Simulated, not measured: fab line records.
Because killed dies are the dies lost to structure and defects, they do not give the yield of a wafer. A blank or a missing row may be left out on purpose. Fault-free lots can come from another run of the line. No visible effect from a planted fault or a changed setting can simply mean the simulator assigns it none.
Which tool was responsible? :: flow gf180mcu :: 24 lots, 72 wafers sampled, at 5 steps of a route of 602

WHAT THE GAUGES SHOWED, per wafer
GF_V2_THK_MEAS_01.
lot: L074
measured: day 19 04:25
on: film-metro-02
V2_CVD_00_THK (nm): 597 611 595

lot: L075
measured: day 19 09:20
on: film-metro-04
V2_CVD_00_THK (nm): 588 585 591

lot: L076
measured: day 19 21:46
on: film-metro-04
V2_CVD_00_THK (nm): 598 603 596

lot: L077
measured: day 20 13:20
on: film-metro-04
V2_CVD_00_THK (nm): 597 618 594

lot: L078
measured: day 20 19:12
on: film-metro-02
V2_CVD_00_THK (nm): 615 601 597

lot: L079
measured: day 21 03:30
on: film-metro-04
V2_CVD_00_THK (nm): 603 607 603

lot: L080
measured: day 21 16:49
on: film-metro-04
V2_CVD_00_THK (nm): 593 608 586

lot: L081
measured: day 21 20:04
on: film-metro-01
V2_CVD_00_THK (nm): 607 605 609

lot: L082
measured: day 22 11:19
on: film-metro-02
V2_CVD_00_THK (nm): 592 596 603

lot: L083
measured: day 22 18:22
on: film-metro-02
V2_CVD_00_THK (nm): 602 593 595

lot: L084
measured: day 23 00:58
on: film-metro-04
V2_CVD_00_THK (nm): 604 609 602

lot: L085
measured: day 23 09:31
on: film-metro-02
V2_CVD_00_THK (nm): 587 593 595

lot: L086
measured: day 23 20:58
on: film-metro-01
V2_CVD_00_THK (nm): 602 614 610

lot: L087
measured: day 24 00:02
on: film-metro-02
V2_CVD_00_THK (nm): 606 601 609

lot: L088
measured: day 24 04:43
on: film-metro-02
V2_CVD_00_THK (nm): 604 603 607

lot: L089
measured: day 24 19:34
on: film-metro-01
V2_CVD_00_THK (nm): 622 610 611

lot: L090
measured: day 25 01:20
on: film-metro-01
V2_CVD_00_THK (nm): 588 592 590

lot: L091
measured: day 25 06:53
on: film-metro-04
V2_CVD_00_THK (nm): 608 606 607

lot: L092
measured: day 25 13:05
on: film-metro-04
V2_CVD_00_THK (nm): 601 602 598

lot: L093
measured: day 25 20:58
on: film-metro-02
V2_CVD_00_THK (nm): 607 610 604

lot: L094
measured: day 26 11:58
on: film-metro-02
V2_CVD_00_THK (nm): 596 598 589

lot: L095
measured: day 26 12:47
on: film-metro-04
V2_CVD_00_THK (nm): 609 602 607

lot: L096
measured: day 26 21:53
on: film-metro-02
V2_CVD_00_THK (nm): 591 596 593

lot: L097
measured: day 27 00:37
on: film-metro-02
V2_CVD_00_THK (nm): 603 602 607

GF_V3_BOW_MEAS_05.
lot: L074
measured: day 21 07:48
on: film-metro-02
V3_BOW (um): 115 120 124

lot: L075
measured: day 21 13:29
on: film-metro-02
V3_BOW (um): 125 118 123

lot: L076
measured: day 22 01:34
on: film-metro-03
V3_BOW (um): 129 106 114

lot: L077
measured: day 22 16:39
on: film-metro-04
V3_BOW (um): 111 115 118

lot: L078
measured: day 22 22:34
on: film-metro-03
V3_BOW (um): 125 127 124

lot: L079
measured: day 23 05:36
on: film-metro-03
V3_BOW (um): 107 115 118

lot: L080
measured: day 23 19:29
on: film-metro-04
V3_BOW (um): 119 109 117

lot: L081
measured: day 23 20:43
on: film-metro-03
V3_BOW (um): 110 117 116

lot: L082
measured: day 24 12:52
on: film-metro-02
V3_BOW (um): 138 152 144

lot: L083
measured: day 24 18:52
on: film-metro-03
V3_BOW (um): 117 107 107

lot: L084
measured: day 25 00:38
on: film-metro-04
V3_BOW (um): 114 116 112

lot: L085
measured: day 25 10:03
on: film-metro-03
V3_BOW (um): 101 100 104

lot: L086
measured: day 25 23:52
on: film-metro-03
V3_BOW (um): 126 116 120

lot: L087
measured: day 26 00:52
on: film-metro-04
V3_BOW (um): 111 124 107

lot: L088
measured: day 26 03:41
on: film-metro-03
V3_BOW (um): 130 120 113

lot: L089
measured: day 26 17:41
on: film-metro-03
V3_BOW (um): 109 109 99

lot: L090
measured: day 27 00:06
on: film-metro-02
V3_BOW (um): 116 113 133

lot: L091
measured: day 27 04:25
on: film-metro-04
V3_BOW (um): 107 112 125

lot: L092
measured: day 27 08:31
on: film-metro-02
V3_BOW (um): 107 128 119

lot: L093
measured: day 27 19:47
on: film-metro-04
V3_BOW (um): 120 129 123

lot: L094
measured: day 28 07:04
on: film-metro-02
V3_BOW (um): 132 123 125

lot: L095
measured: day 28 08:19
on: film-metro-03
V3_BOW (um): 120 124 121

lot: L096
measured: day 28 17:27
on: film-metro-04
V3_BOW (um): 129 122 129

lot: L097
measured: day 28 18:52
on: film-metro-04
V3_BOW (um): 132 115 141

GF_V4_THK_MEAS_03.
lot: L074
measured: day 23 08:47
on: film-metro-02
V4_CVD_02_THK (nm): 863 867 861

lot: L075
measured: day 23 13:26
on: film-metro-02
V4_CVD_02_THK (nm): 830 844 839

lot: L076
measured: day 24 00:48
on: film-metro-01
V4_CVD_02_THK (nm): 837 850 852

lot: L077
measured: day 24 16:23
on: film-metro-01
V4_CVD_02_THK (nm): 864 851 863

lot: L078
measured: day 24 21:43
on: film-metro-01
V4_CVD_02_THK (nm): 835 837 835

lot: L079
measured: day 25 05:03
on: film-metro-02
V4_CVD_02_THK (nm): 843 845 860

lot: L080
measured: day 25 18:13
on: film-metro-01
V4_CVD_02_THK (nm): 850 844 862

lot: L081
measured: day 25 19:10
on: film-metro-02
V4_CVD_02_THK (nm): 844 852 855

lot: L082
measured: day 26 08:56
on: film-metro-02
V4_CVD_02_THK (nm): 844 852 863

lot: L083
measured: day 26 16:53
on: film-metro-02
V4_CVD_02_THK (nm): 854 834 859

lot: L084
measured: day 26 23:32
on: film-metro-02
V4_CVD_02_THK (nm): 837 829 852

lot: L085
measured: day 27 06:52
on: film-metro-01
V4_CVD_02_THK (nm): 851 844 848

lot: L086
measured: day 27 18:00
on: film-metro-01
V4_CVD_02_THK (nm): 835 838 850

lot: L087
measured: day 27 20:14
on: film-metro-01
V4_CVD_02_THK (nm): 839 848 864

lot: L088
measured: day 27 23:47
on: film-metro-04
V4_CVD_02_THK (nm): 849 852 857

lot: L089
measured: day 28 12:19
on: film-metro-04
V4_CVD_02_THK (nm): 840 853 864

lot: L090
measured: day 28 17:53
on: film-metro-01
V4_CVD_02_THK (nm): 852 846 859

lot: L091
measured: day 28 23:01
on: film-metro-02
V4_CVD_02_THK (nm): 838 833 857

lot: L092
measured: day 29 02:28
on: film-metro-02
V4_CVD_02_THK (nm): 847 857 866

lot: L093
measured: day 29 13:45
on: film-metro-04
V4_CVD_02_THK (nm): 838 843 856

lot: L094
measured: day 30 00:04
on: film-metro-02
V4_CVD_02_THK (nm): 853 828 845

lot: L095
measured: day 30 01:31
on: film-metro-04
V4_CVD_02_THK (nm): 845 855 855

lot: L096
measured: day 30 10:34
on: film-metro-01
V4_CVD_02_THK (nm): 850 843 864

lot: L097
measured: day 30 11:18
on: film-metro-01
V4_CVD_02_THK (nm): 829 851 864

EACH LOT AND THE TOOL THAT RAN IT (in order: tool; ch and the chambers of the sampled wafers; start)
lot: L074
GF_CONTACT_CMP_04: cmp-02 ch 0,2,3, day 15 03:52
GF_V4_CVD_02: pecvd-02 ch 0,1,2, day 23 08:43

lot: L075
GF_CONTACT_CMP_04: cmp-02 ch 0,1, day 15 08:12
GF_V4_CVD_02: pecvd-03 ch 1,2, day 23 13:21

lot: L076
GF_CONTACT_CMP_04: cmp-02 ch 2,3, day 15 18:19
GF_V4_CVD_02: pecvd-02 ch 0,1, day 24 00:43

lot: L077
GF_CONTACT_CMP_04: cmp-02 ch 0,2, day 16 09:03
GF_V4_CVD_02: pecvd-02 ch 0,2, day 24 16:19

lot: L078
GF_CONTACT_CMP_04: cmp-02 ch 1,2,3, day 16 13:25
GF_V4_CVD_02: pecvd-02 ch 0,1,2, day 24 21:38

lot: L079
GF_CONTACT_CMP_04: cmp-02 ch 0,1,2, day 16 23:29
GF_V4_CVD_02: pecvd-04 ch 0,1, day 25 04:58

lot: L080
GF_CONTACT_CMP_04: cmp-02 ch 0,1,2, day 17 11:01
GF_V4_CVD_02: pecvd-02 ch 0,1, day 25 18:08

lot: L081
GF_CONTACT_CMP_04: cmp-02 ch 0,2,3, day 17 14:25
GF_V4_CVD_02: pecvd-04 ch 0,1,2, day 25 19:06

lot: L082
GF_CONTACT_CMP_04: cmp-02 ch 1,2,3, day 18 04:53
GF_V4_CVD_02: pecvd-02 ch 0,1, day 26 08:50

lot: L083
GF_CONTACT_CMP_04: cmp-02 ch 1,2,3, day 18 12:14
GF_V4_CVD_02: pecvd-04 ch 0,1,2, day 26 16:49

lot: L084
GF_CONTACT_CMP_04: cmp-02 ch 0,1,2, day 18 19:11
GF_V4_CVD_02: pecvd-03 ch 0,2, day 26 23:28

lot: L085
GF_CONTACT_CMP_04: cmp-02 ch 0,1,2, day 19 05:08
GF_V4_CVD_02: pecvd-03 ch 0,2, day 27 06:46

lot: L086
GF_CONTACT_CMP_04: cmp-01 ch 0,1,3, day 19 17:00
GF_V4_CVD_02: pecvd-04 ch 0,1,2, day 27 17:56

lot: L087
GF_CONTACT_CMP_04: cmp-02 ch 0,1,3, day 19 20:38
GF_V4_CVD_02: pecvd-04 ch 1,2, day 27 20:09

lot: L088
GF_CONTACT_CMP_04: cmp-02 ch 0,1,3, day 20 02:02
GF_V4_CVD_02: pecvd-03 ch 0,1,2, day 27 23:43

lot: L089
GF_CONTACT_CMP_04: cmp-01 ch 1,2, day 20 16:27
GF_V4_CVD_02: pecvd-02 ch 0,1,2, day 28 12:13

lot: L090
GF_CONTACT_CMP_04: cmp-01 ch 0,2, day 21 01:06
GF_V4_CVD_02: pecvd-02 ch 1,2, day 28 17:49

lot: L091
GF_CONTACT_CMP_04: cmp-02 ch 1,2,3, day 21 06:14
GF_V4_CVD_02: pecvd-02 ch 1,2, day 28 22:57

lot: L092
GF_CONTACT_CMP_04: cmp-02 ch 1,2, day 21 13:01
GF_V4_CVD_02: pecvd-04 ch 0,1, day 29 02:22

lot: L093
GF_CONTACT_CMP_04: cmp-01 ch 1,3, day 21 21:55
GF_V4_CVD_02: pecvd-03 ch 0,1,2, day 29 13:41

lot: L094
GF_CONTACT_CMP_04: cmp-02 ch 0,1,3, day 22 14:13
GF_V4_CVD_02: pecvd-03 ch 1,2, day 29 23:59

lot: L095
GF_CONTACT_CMP_04: cmp-01 ch 0,1,3, day 22 14:30
GF_V4_CVD_02: pecvd-04 ch 1,2, day 30 01:26

lot: L096
GF_CONTACT_CMP_04: cmp-02 ch 0,2,3, day 22 22:45
GF_V4_CVD_02: pecvd-04 ch 0,1, day 30 10:29

lot: L097
GF_CONTACT_CMP_04: cmp-01 ch 0,1,3, day 23 03:13
GF_V4_CVD_02: pecvd-03 ch 0,1,2, day 30 11:13
- GF_CONTACT_CMP_04: polishes SiO2.
- GF_V4_CVD_02: deposits SiO2 from TEOS, target thk 850 nm, time 94.851 s.

WHAT THE TOOLS THEMSELVES READ (means of the sampled wafers that have a number; where no wafer has one, the mark that the record gives instead)
GF_CONTACT_CMP_04.
lot: L074
tool: cmp-02
motor-current-A (A): 12.1
time-to-endpoint-s (s): 117

lot: L075
tool: cmp-02
motor-current-A (A): 12.6
time-to-endpoint-s (s): 114

lot: L076
tool: cmp-02
motor-current-A (A): 12.6
time-to-endpoint-s (s): 111

lot: L077
tool: cmp-02
motor-current-A (A): 12.8
time-to-endpoint-s (s): 117

lot: L078
tool: cmp-02
motor-current-A (A): 12.3
time-to-endpoint-s (s): 114

lot: L079
tool: cmp-02
motor-current-A (A): 12.7
time-to-endpoint-s (s): 118

lot: L080
tool: cmp-02
motor-current-A (A): 12.6
time-to-endpoint-s (s): 115

lot: L081
tool: cmp-02
motor-current-A (A): 12.3
time-to-endpoint-s (s): 117

lot: L082
tool: cmp-02
motor-current-A (A): 12.5
time-to-endpoint-s (s): 112

lot: L083
tool: cmp-02
motor-current-A (A): 12.3
time-to-endpoint-s (s): 111

lot: L084
tool: cmp-02
motor-current-A (A): 12.7
time-to-endpoint-s (s): 110

lot: L085
tool: cmp-02
motor-current-A (A): 12.1
time-to-endpoint-s (s): 112

lot: L086
tool: cmp-01
motor-current-A (A): 11.5
time-to-endpoint-s (s): 117

lot: L087
tool: cmp-02
motor-current-A (A): 11.8
time-to-endpoint-s (s): 111

lot: L088
tool: cmp-02
motor-current-A (A): 12.1
time-to-endpoint-s (s): 106

lot: L089
tool: cmp-01
motor-current-A (A): 12.4
time-to-endpoint-s (s): 122

lot: L090
tool: cmp-01
motor-current-A (A): 13.0
time-to-endpoint-s (s): 114

lot: L091
tool: cmp-02
motor-current-A (A): 12.6
time-to-endpoint-s (s): 98

lot: L092
tool: cmp-02
motor-current-A (A): 13.0
time-to-endpoint-s (s): 111

lot: L093
tool: cmp-01
motor-current-A (A): 10.8
time-to-endpoint-s (s): 120

lot: L094
tool: cmp-02
motor-current-A (A): 12.0
time-to-endpoint-s (s): 101

lot: L095
tool: cmp-01
motor-current-A (A): 11.4
time-to-endpoint-s (s): 115

lot: L096
tool: cmp-02
motor-current-A (A): 12.3
time-to-endpoint-s (s): 112

lot: L097
tool: cmp-01
motor-current-A (A): 11.3
time-to-endpoint-s (s): 121

GF_V4_CVD_02.
lot: L074
tool: pecvd-02
heater-power-w (W): 669
susceptor-temp-C (C): 400.02

lot: L075
tool: pecvd-03
heater-power-w (W): 648
susceptor-temp-C (C): 400.21

lot: L076
tool: pecvd-02
heater-power-w (W): 676
susceptor-temp-C (C): 400.07

lot: L077
tool: pecvd-02
heater-power-w (W): 659
susceptor-temp-C (C): 399.99

lot: L078
tool: pecvd-02
heater-power-w (W): 627
susceptor-temp-C (C): 400.10

lot: L079
tool: pecvd-04
heater-power-w (W): 781
susceptor-temp-C (C): 399.97

lot: L080
tool: pecvd-02
heater-power-w (W): 640
susceptor-temp-C (C): 400.06

lot: L081
tool: pecvd-04
heater-power-w (W): 759
susceptor-temp-C (C): 400.07

lot: L082
tool: pecvd-02
heater-power-w (W): 658
susceptor-temp-C (C): 399.86

lot: L083
tool: pecvd-04
heater-power-w (W): 743
susceptor-temp-C (C): 400.00

lot: L084
tool: pecvd-03
heater-power-w (W): 586
susceptor-temp-C (C): 400.15

lot: L085
tool: pecvd-03
heater-power-w (W): 600
susceptor-temp-C (C): 399.89

lot: L086
tool: pecvd-04
heater-power-w (W): 684
susceptor-temp-C (C): 399.90

lot: L087
tool: pecvd-04
heater-power-w (W): 668
susceptor-temp-C (C): 399.99

lot: L088
tool: pecvd-03
heater-power-w (W): 623
susceptor-temp-C (C): 399.87

lot: L089
tool: pecvd-02
heater-power-w (W): 637
susceptor-temp-C (C): 400.12

lot: L090
tool: pecvd-02
heater-power-w (W): 644
susceptor-temp-C (C): 400.42

lot: L091
tool: pecvd-02
heater-power-w (W): 587
susceptor-temp-C (C): 399.94

lot: L092
tool: pecvd-04
heater-power-w (W): 735
susceptor-temp-C (C): 399.96

lot: L093
tool: pecvd-03
heater-power-w (W): 611
susceptor-temp-C (C): 400.01

lot: L094
tool: pecvd-03
heater-power-w (W): 702
susceptor-temp-C (C): 400.02

lot: L095
tool: pecvd-04
heater-power-w (W): 685
susceptor-temp-C (C): 399.88

lot: L096
tool: pecvd-04
heater-power-w (W): 799
susceptor-temp-C (C): 400.00

lot: L097
tool: pecvd-03
heater-power-w (W): 638
susceptor-temp-C (C): 400.09

THE ANSWER, worked out from the rows above alone
Rule: the lots themselves supply what counts as usual. Put in order of their means at a reading, lots are off if they are a third of the lots or fewer, leave a main group of 4 or more, and stand apart from it by a gap of 3 or more times the standard deviation of the main group's means; of several such gaps the widest counts. The tables above print the reading to a certain number of digits; a main group whose means all agree to those digits is not used. Also off: a lot with no number at a reading for which 4 or more lots have one. Any other lot the step has rows for is counted as sound. First the gauges in route order, then the tools' own readings, where a lot's mean is used as printed above. At the first step where some lot is off, the reading lying furthest off is the one used; lots without a number count as furthest.
Across all readings shown, no lot is off: no conclusion can be drawn from this.

WHAT THE SIMULATOR PUT IN
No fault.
